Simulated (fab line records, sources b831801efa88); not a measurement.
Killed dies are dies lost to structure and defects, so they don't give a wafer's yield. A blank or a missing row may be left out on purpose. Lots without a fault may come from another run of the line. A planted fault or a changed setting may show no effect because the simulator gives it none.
Chamber matching | flow sky130 | SKY_VIA2_CMP_02 on cmp-01: 4 sister chambers
The step polishes SiO2. 14 wafers are shown with their chamber, then 7 later ones without.

WAFERS WITH THEIR CHAMBER
wafer  | chamber | motor_current_A (A) | retaining_ring_pressure_frac
L330.3 | 1       | 13.4                | 0.998
L330.4 | 0       | 12.8                | 0.995
L330.5 | 0       | 12.4                | 1.006
L333.1 | 0       | 12.4                | 1.002
L333.2 | 3       | 12.1                | 0.999
L333.6 | 0       | 13.0                | 1.004
L338.1 | 2       | 10.0                | 1.000
L338.2 | 1       | 13.5                | 0.997
L338.5 | 0       | 12.6                | 0.998
L344.1 | 3       | 11.9                | 0.997
L344.5 | 1       | 13.7                | 0.996
L344.6 | 0       | 12.3                | 0.997
L352.2 | 1       | 13.8                | 0.999
L352.4 | 2       | 9.8                 | 1.000

SIGNATURES (means of the wafers above)
reading                      | chamber 0 | chamber 1 | chamber 2 | chamber 3 | scatter within a chamber
motor_current_A              | 12.583    | 13.600    | 9.900     | 12.000    | 0.225
retaining_ring_pressure_frac | 1.00033   | 0.99750   | 1.00000   | 0.99800   | 0.00317
Rule: a wafer's distance from a chamber is the root of the sum, over the readings, of the square of ((its reading less the chamber's mean) divided by the reading's scatter). The wafer belongs to the nearest chamber; if the next one is less than 2 further off, it can't be placed. The scatter: the root of (the sum of the squares of (reading less its chamber's mean) over the shown wafers, divided by (wafers less chambers)).

WAFERS WITHOUT THEIR CHAMBER
wafer  | motor_current_A (A) | retaining_ring_pressure_frac
L352.6 | 12.9                | 0.997
L351.2 | 12.7                | 0.996
L351.4 | 9.9                 | 0.991
L351.6 | 13.3                | 1.012
L353.1 | 12.2                | 1.001
L353.3 | 9.4                 | 0.996
L353.4 | 13.0                | 1.004

WHICH CHAMBER EACH WENT THROUGH
wafer  | from the rows above     | in truth
L352.6 | can't be placed: 0 or 1 | 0
L351.2 | can't be placed: 0 or 3 | 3
L351.4 | 2                       | 2
L351.6 | can't be placed: 1 or 0 | 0
L353.1 | can't be placed: 3 or 0 | 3
L353.3 | 2                       | 2
L353.4 | can't be placed: 0 or 1 | 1
Placed correctly: 2 of 7. Can't be placed from these rows: 5 (the true chamber is among the candidates in 5). Placed wrongly: 0.
